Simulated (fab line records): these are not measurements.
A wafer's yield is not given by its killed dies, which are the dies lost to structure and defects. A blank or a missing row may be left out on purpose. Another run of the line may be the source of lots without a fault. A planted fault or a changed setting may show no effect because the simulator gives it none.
Problem report, 8D (eight disciplines) form, completed by code -- flow gf180mcu -- the parts of the form that need people (team, actions taken, sign-off) are left out

## 1. WHAT IS WRONG
DNWELL_TW at GF_DNWELL_TW_MEAS_09 reads a mean of 31 on 6 wafers of 2 lots; wafers without a fault read 1353 with a standard deviation of 14. That puts it -94 standard deviations away from the usual mean.
First seen on wafer L406.1, day 5 06:23, on filmMetro-04. The record holds 42 wafers of 14 lots with a number at this step. Rule for "out", or "out of limits": more than 4 standard deviations from the usual mean. Any other wafer with a number is counted as sound.

## 2. WHAT IT IS; WHAT IT IS NOT
question,is,is not
which readings at this step,DNWELL_TW,-
which lots,"L406, L407","L395, L399, L401, L402, L404, L408, L411, L412, L413, L414, L417, L418"
which wafers of those lots,all that have a number,-
read on which gauges,"filmMetro-01, filmMetro-04",filmMetro-02
when,from day 5 06:23,"up to then (15 sound wafers); but 21 sound wafers of L408, L411, L412, L413, L414, L417, L418 came after"

## 3. WHAT RULES OUT EACH SUSPECT
Counting: a tool at any process step up to the reading remains a suspect when it ran all the lots that are out and ran no sound lot after the first of those.
- the gauge at GF_DNWELL_TW_MEAS_09 is ruled out. The wafers that are out were read on 2 gauges (filmMetro-01, filmMetro-04).
- ilineStepper-01 at GF_DNWELL_EXPOSE_04 (exposes mask DNWELL, target cd 1700 nm): ruled out as a lasting fault. After its first lot that is out, L406 (day 4 22:29), sound lots L408, L412, L413, L417, L418 ran on it.
Left after counting: nothing in the record.

## 4. THE CAUSE (what the simulator had put in)
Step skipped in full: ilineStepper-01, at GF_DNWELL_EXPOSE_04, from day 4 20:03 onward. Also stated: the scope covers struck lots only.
It was ruled out by counting, in error; the rule expects a fault to strike all lots run on its tool from its start on, and this fault did not.

## 5. THE EFFECT CHAIN, in route order
Each row: a reading where the mean over the struck wafers with a number is more than 3 standard deviations away from the usual. Readings are gone through only where the record gives a usual standard deviation; hours: the median, over the lots, of the time from a lot's start at the first step in this table giving one to that lot's start at this step; sigmas: the change measured in usual standard deviations.
hours,step,reading,usual,on struck wafers,change,sigmas
0,GF_DNWELL_TW_MEAS_09,DNWELL_TW,1353,31,-1322,-94
Readings that are blank on the struck wafers while sound wafers have them: exposureDoseMJCm2 at GF_DNWELL_EXPOSE_04; focusOffsetNm at GF_DNWELL_EXPOSE_04; reticleTempC at GF_DNWELL_EXPOSE_04.
Later measuring or inspecting steps at which every struck wafer that the step has a row for has a number for every such reading, and none has moved that far: GF_MVPSD_OVL_MEAS_07.

## 6. HOW IT WOULD HAVE BEEN CAUGHT EARLIER
The first out-of-limits reading at a measuring or inspecting step in this record came at day 5 06:23, 10 hours after the fault's start at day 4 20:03.
At GF_DNWELL_EXPOSE_04 the tool's readings are blank on the struck wafers, where sound wafers have them: an empty tool record is the first sign, and it was there at once.
